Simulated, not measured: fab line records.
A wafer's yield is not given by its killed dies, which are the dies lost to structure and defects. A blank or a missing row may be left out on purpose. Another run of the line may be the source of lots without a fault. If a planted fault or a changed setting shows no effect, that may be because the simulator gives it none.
A struck lot beside a sound one	flow gf180mcu	37 out of 602 route steps
Sound: wafers L310.3, L310.4, L310.6. Struck: wafer L328.4 (L328.1, L328.5, from the same lot, were not struck and are left out); the cause is given at the end.
Each step with rows lists, per side, the tool, then ch with its chambers, then its first start. Under that, the readings that differ: sound wafers	struck wafers	difference of the means	sigmas: that difference in standard deviations of wafers without a fault.
alike: readings whose means differ by less than 2 such deviations, and words and numbers that are the same on both sides. not compared: withheld readings, readings that some wafer has no value for, bounds like >300 that may hide the same value, and numbers for which the record gives no deviation and whose values overlap.
Wherever a step has rows on one side only, a row that says differs or no value, or a row with sigmas, the two part there. Non-overlapping numbers with no deviation appear without sigmas and do not part them. A reading missing from all wafers of one side parts the sides only when that side holds two or more wafers.

first, 1 step without rows for these wafers: GF_M5_DEVELOP_06 (develop time 60 s).
GF_M5_CD_MEAS_07: target cd 280 nm.
  sound on cd_sem-01, day 26 08:04; struck on cd_sem-02, day 32 00:48
  alike: cd_nm
GF_M5_OVL_MEAS_08:
  sound on overlay-02, day 26 08:10; struck on overlay-02, day 32 00:55
  alike: M5_OVL
GF_M5_ETCH_09: etches Si3N4 in CF4/O2, target depth 52 nm, time 11.6 s.
  sound on rie_diel-03 ch 0,3, day 26 08:11; struck on rie_diel-02 ch 0, day 32 00:58
  alike: drypump_motor_current_A, oes_product_au, rf_fwd_power_W, throttle_valve_pct
  not compared: rf_hours_counter_h
then, 5 steps without rows for these wafers: GF_M5_METAL_ETCH_10 (etches the open film in Cl2/BCl3, stops on SiO2, target depth 627.5 nm, time 104.6 s); GF_M5_STRIP_11 (strips in O2/N2); GF_M5_STRIP_12 (strips in post etch residue remover, time 1200 s); GF_M5_CLEAN_13 (cleans in DIW); GF_V5_CVD_00 (deposits SiO2, target thk 300 nm, time 50 s).
GF_V5_THK_MEAS_01:
  sound on film_metro-02, day 26 08:57; struck on film_metro-01, day 32 01:40
  alike: V5_CVD_00_THK
GF_V5_CVD_02: deposits SiO2 from TEOS, target thk 1450 nm, time 163.28 s.
  sound on pecvd-01 ch 0,2, day 26 08:59; struck on pecvd-01 ch 0, day 32 01:44
  alike: heater_power_outer_w, heater_power_w, rf_fwd_power_W, susceptor_temp_C
GF_V5_THK_MEAS_03:
  sound on film_metro-01, day 26 09:07; struck on film_metro-02, day 32 01:50
  alike: V5_CVD_02_THK
GF_V5_CMP_04: polishes SiO2.
  sound on cmp-02 ch 2,3, day 26 09:10; struck on cmp-02 ch 1, day 32 02:14
reading	sound	struck	difference	sigmas
motor_current_A (A)	11.4 10.0 9.9	13.2	+2.8	+2
model.SiO2_of_V5_CVD_02.thk_nm (nm)	856.7 855.5 855.6	767.9	-88.0	
  alike: retaining_ring_pressure_frac
GF_V5_BOW_MEAS_05:
  sound on film_metro-02, day 26 09:30; struck on film_metro-03, day 32 02:26
  alike: V5_BOW
then, 8 steps without rows for these wafers: GF_V5_DEHYDRATE_06 (time 60 s); GF_V5_HMDS_07 (prime time 60 s); GF_V5_COAT_08; GF_V5_COAT_09 (resist thk 1000 nm); GF_V5_SOFTBAKE_10 (time 60 s); GF_V5_EXPOSE_11 (exposes mask Via5, target cd 260 nm); GF_V5_PEB_12 (peb time 90 s); GF_V5_DEVELOP_13 (develop time 60 s).
GF_V5_CD_MEAS_14: target cd 260 nm.
  sound on cd_sem-01, day 27 06:21; struck on cd_sem-02, day 32 19:01
  alike: cd_nm
GF_V5_OVL_MEAS_15:
  sound on overlay-01, day 27 06:26; struck on overlay-01, day 32 19:08
  alike: V5_OVL
then, 1 step without rows for these wafers: GF_V5_ETCH_16 (etches BARC in N2/H2).
GF_V5_ETCH_17: etches SiO2 in C4F8/O2/Ar, stops on TiN, target depth 855 nm.
  sound: rie_diel-03 ch 0,2; struck: rie_diel-04 ch 1
reading	sound	struck	difference	sigmas
oes_product_au (a.u.)	0.854 0.855 0.860	0.811	-0.045	-9
rf_fwd_power_W (W)	1497 1500 1498	1484	-14	-3
model.V5.feature_depth_nm (nm)	856.7 855.5 855.6	767.9	-88.0	
model.etch.depth_nm (nm)	856.7 855.5 855.6	767.9	-88.0	
GF_V5_STRIP_18: strips in O2/N2.
  sound on plasma_asher-04 ch 0,1, day 27 06:39; struck on plasma_asher-02 ch 1, day 32 19:20
  alike: drypump_motor_current_A, heater_power_w, oes_product_au
  not compared: rf_hours_counter_h
then, 2 steps without rows for these wafers: GF_V5_STRIP_19 (strips in post etch residue remover, time 1200 s); GF_V5_CLEAN_20 (cleans in DIW).
GF_V5_SPUTTER_21: material Ti, target thk 15 nm, time 80.02 s.
  sound on pvd_sputter-04, day 27 07:11; struck on pvd_sputter-04, day 32 19:52
  alike: throttle_valve_pct
then, 2 steps without rows for these wafers: GF_V5_SPUTTER_22 (material TiN, target thk 10 nm, time 40 s); GF_V5_CVD_23 (deposits W, target thk 350 nm, time 104.9 s).
GF_V5_RS_MEAS_24: measures by four-point-probe.
  sound on film_metro-02, day 27 07:26; struck on film_metro-03, day 32 20:05
  alike: V5_W_RS
GF_V5_THK_MEAS_25: measures by xrf.
  sound on film_metro-02, day 27 07:32; struck on film_metro-03, day 32 20:12
  alike: V5_W_THK
GF_V5_CMP_26: polishes, stops on SiO2, t overpolish 15 s, target thk 0 nm.
  sound on cmp-01 ch 1,2,3, day 27 07:38; struck on cmp-01 ch 1, day 32 20:16
reading	sound	struck	difference	sigmas
model.SiO2_of_V5_CVD_02.thk_nm (nm)	852.9 851.7 851.8	764.1	-88.0	
  alike: motor_current_A, retaining_ring_pressure_frac
GF_TOP_METAL_SPUTTER_00: material Ti, target thk 37.5 nm, time 150 s.
  sound on pvd_sputter-01, day 27 07:53; struck on pvd_sputter-01, day 32 20:34
  alike: throttle_valve_pct
GF_PASSIVATION_PROBE_99:
  the record holds rows for the sound wafers here (prober-01, day 29 02:13) but none for the struck ones

== WHERE THEY PART ==
At GF_V5_CMP_04 first; at GF_PASSIVATION_PROBE_99 last (within this record only).

WHY: whatever the simulator had introduced
cmp-02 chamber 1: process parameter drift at GF_V5_CMP_04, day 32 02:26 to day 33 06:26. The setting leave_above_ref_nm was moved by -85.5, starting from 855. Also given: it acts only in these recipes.
